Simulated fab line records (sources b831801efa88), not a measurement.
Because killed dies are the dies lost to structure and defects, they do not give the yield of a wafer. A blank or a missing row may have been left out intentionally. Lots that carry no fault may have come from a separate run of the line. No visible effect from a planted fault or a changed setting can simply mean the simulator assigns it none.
One fault seen from 2 desks	flow gf180mcu	what lay behind the numbers comes last; until then each desk has only its own

## METROLOGY DESK
Lot by lot, what the gauges showed, no matter which tool ran the lot: averages of those sampled wafers that carry a number. A lot is out of limits, marked OUT, if its mean lies more than 4 standard deviations from the usual mean; the brackets give that distance.
Columns: A = STI_OXIDATION_02_THK at GF_STI_THK_MEAS_30, usual 10.01 nm; B = cd nm at GF_HV_LDD_CD_MEAS_31, usual 399.9 nm; C = SALICIDE_TIN_RS at GF_SALICIDE_RS_MEAS_04, usual 16.38 ohm/sq
lot	first seen here	A	B	C
L531	day 2 07:11	9.80	400.5	15.95
L532	day 2 14:16	9.83	396.2	16.52
L533	day 2 18:55	10.14	400.1	16.13
L536	day 3 08:22	10.19	398.9	16.75
L537	day 3 15:52	10.03	400.0	16.07
L538	day 3 20:25	9.95	401.5	16.62
L539	day 4 00:20	9.96	399.9	16.25
L542	day 4 15:50	9.92	399.3	17.06
L543	day 4 21:31	7.40 (-17) OUT	397.7	16.36
L546	day 5 12:56	7.22 (-19) OUT	403.3	16.51
L547	day 5 17:11	9.94	406.1	16.38
L552	day 6 19:56	10.05	401.2	16.27
L554	day 7 06:03	9.85	396.1	16.12
This desk reports L543, L546 out of limits; the earliest was L543 at day 4 21:31 (STI_OXIDATION_02_THK at GF_STI_THK_MEAS_30). L531, L532, L533, L536, L537, L538, L539, L542, L547, L552, L554: within limits.

## AT THE TOOL OWNER'S DESK: furnace-01
The tool's own readings at GF_STI_OXIDATION_29 (stabilise 600 s, purge 300 s, target thk 10 nm): means of the sampled wafers that have a number, for each lot that ran on this tool. A lot is out of limits, marked OUT, if its mean lies more than 4 standard deviations from the usual mean; the brackets give that distance.
Columns: A = spike tc top C at GF_STI_OXIDATION_29, usual 911.9 C; B = zone power centre pct at GF_STI_OXIDATION_29, usual 20.1 %
lot	first seen here	A	B
L536	day 3 06:58	915.1	20.7
L538	day 3 19:01	914.1	20.5
L542	day 4 14:26	915.3	20.4
L543	day 4 20:07	915.7	20.8
L546	day 5 11:32	914.3	20.7
This desk's finding: nothing out of limits on any of the 5 lots.

## PUT TOGETHER
On L543, L546, the metrology desk was in a position to raise an alarm at day 4 21:31.
The desk of the tool owner found nothing out of limits.
The tool owner's desk has L543, L546 on record, within its limits.
Of the lots named, all ran GF_STI_OXIDATION_29 on furnace-01.

## WHAT THE SIMULATOR HAD INSERTED
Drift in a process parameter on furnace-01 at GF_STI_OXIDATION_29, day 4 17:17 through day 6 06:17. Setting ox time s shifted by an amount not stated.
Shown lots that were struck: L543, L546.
Time in hours between the start of the fault and the first out-of-limits reading at each desk: metrology desk, 4.
